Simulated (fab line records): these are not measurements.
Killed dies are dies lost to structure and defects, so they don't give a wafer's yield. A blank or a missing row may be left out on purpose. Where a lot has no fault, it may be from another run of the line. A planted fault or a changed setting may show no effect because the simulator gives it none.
Problem report in the 8D (eight disciplines) form, filled by code | flow sky130 | the parts of the form that need people (team, actions taken, sign-off) are left out

1. WHAT IS WRONG
VIA4_HDPCVD_THK at SKY_VIA4_THK_MEAS_01 reads a mean of 3101 nm on 1 wafer of 1 lot; wafers without a fault read 1751 nm with a standard deviation of 20. That is +68 standard deviations from the usual mean.
The first sign was on wafer L808.4 at day 49 13:20, on film_metro-04. At this step, 35 wafers from 12 lots have a number in the record. By rule, "out" or "out of limits" means more than 4 standard deviations away from the usual mean. The rest of the wafers with a number are treated as sound.

2. WHAT IT IS; WHAT IT IS NOT
question                    | is                | is not
which readings at this step | VIA4_HDPCVD_THK   | -
which lots                  | L808              | L791, L793, L794, L795, L796, L797, L805, L806, L809, L811, L812
which wafers of those lots  | L808.4            | L808.3
read on which gauges        | film_metro-04     | film_metro-01, film_metro-02
when                        | from day 49 13:20 | up to then (28 sound wafers); but 6 sound wafers of L811, L812 came after

3. WHAT RULES OUT EACH SUSPECT
Counting: if a tool at a process step up to the reading ran every lot that is out, it stays a suspect. Sound lots after the first of them don't rule it out here, since some wafers of a struck lot are sound.
- the gauge at SKY_VIA4_THK_MEAS_01: kept. All the wafers that are out were read on film_metro-04, and no step on other tools shows them out.
- pvd_sputter-01 at SKY_METAL2_SPUTTER_01 (material TiN, target thk 20 nm, time 16.7 s): kept. The lot that is out, L808, ran on it at day 42 17:39; the last sound lot it ran before that was L796, at day 36 15:26.
- cmp-01 at SKY_VIA3_CMP_02 (polishes SiO2): kept. The lot that is out, L808, ran on it at day 46 20:22; the last sound lot it ran before that was L809, at day 46 19:03.
- rie_diel-03 at SKY_VIA3_ETCH_15 (etches SiO2 in C4F8/O2/Ar, stops on TiN, target depth 507 nm, time 78 s): kept. The lot that is out, L808, ran on it at day 47 19:03; the last sound lot it ran before that was L809, at day 47 17:28.
- hdpcvd-02 at SKY_VIA4_HDPCVD_00 (deposits SiO2, target thk 1750 nm, time 291.7 s): kept. The lot that is out, L808, ran on it at day 49 13:08; the last sound lot it ran before that was L809, at day 49 11:46.
- The sound lot-mates ran in chamber 1 of cmp-01 at SKY_VIA3_CMP_02, but the wafers that are out ran in chamber 2.
- The sound lot-mates ran in chamber 0 of rie_diel-03 at SKY_VIA3_ETCH_15, but the wafers that are out ran in chamber 2.
Left after counting: pvd_sputter-01 at SKY_METAL2_SPUTTER_01, cmp-01 at SKY_VIA3_CMP_02, rie_diel-03 at SKY_VIA3_ETCH_15, hdpcvd-02 at SKY_VIA4_HDPCVD_00, film_metro-04 at SKY_VIA4_THK_MEAS_01.

4. THE CAUSE (what the simulator had put in)
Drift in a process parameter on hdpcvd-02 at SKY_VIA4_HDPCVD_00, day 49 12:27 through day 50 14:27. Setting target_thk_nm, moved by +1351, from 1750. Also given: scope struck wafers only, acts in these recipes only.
After counting, 5 suspects remain, this tool included.

5. THE EFFECT CHAIN, in route order
One row per reading whose mean, taken over the struck wafers that have a number, lies over 3 standard deviations from the usual. Scope: only readings with a usual standard deviation given in the record; hours: median across lots of the time from each lot's start at the first step in this table that gives one to its start at this step; sigmas: change in usual standard deviations.
hours | step                 | reading         | usual   | on struck wafers | change | sigmas
0     | SKY_VIA4_THK_MEAS_01 | VIA4_HDPCVD_THK | 1751 nm | 3101             | +1350  | +68

6. WHAT WOULD HAVE CAUGHT IT SOONER
In this record the first reading out of limits at a measuring or inspecting step was taken at day 49 13:20, 1 hour after the fault began at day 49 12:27.
By day 49 13:20, every lot that is out (1) had started SKY_VIA4_HDPCVD_00 on hdpcvd-02. Had the tool been put on hold then, not one of them would have been saved.
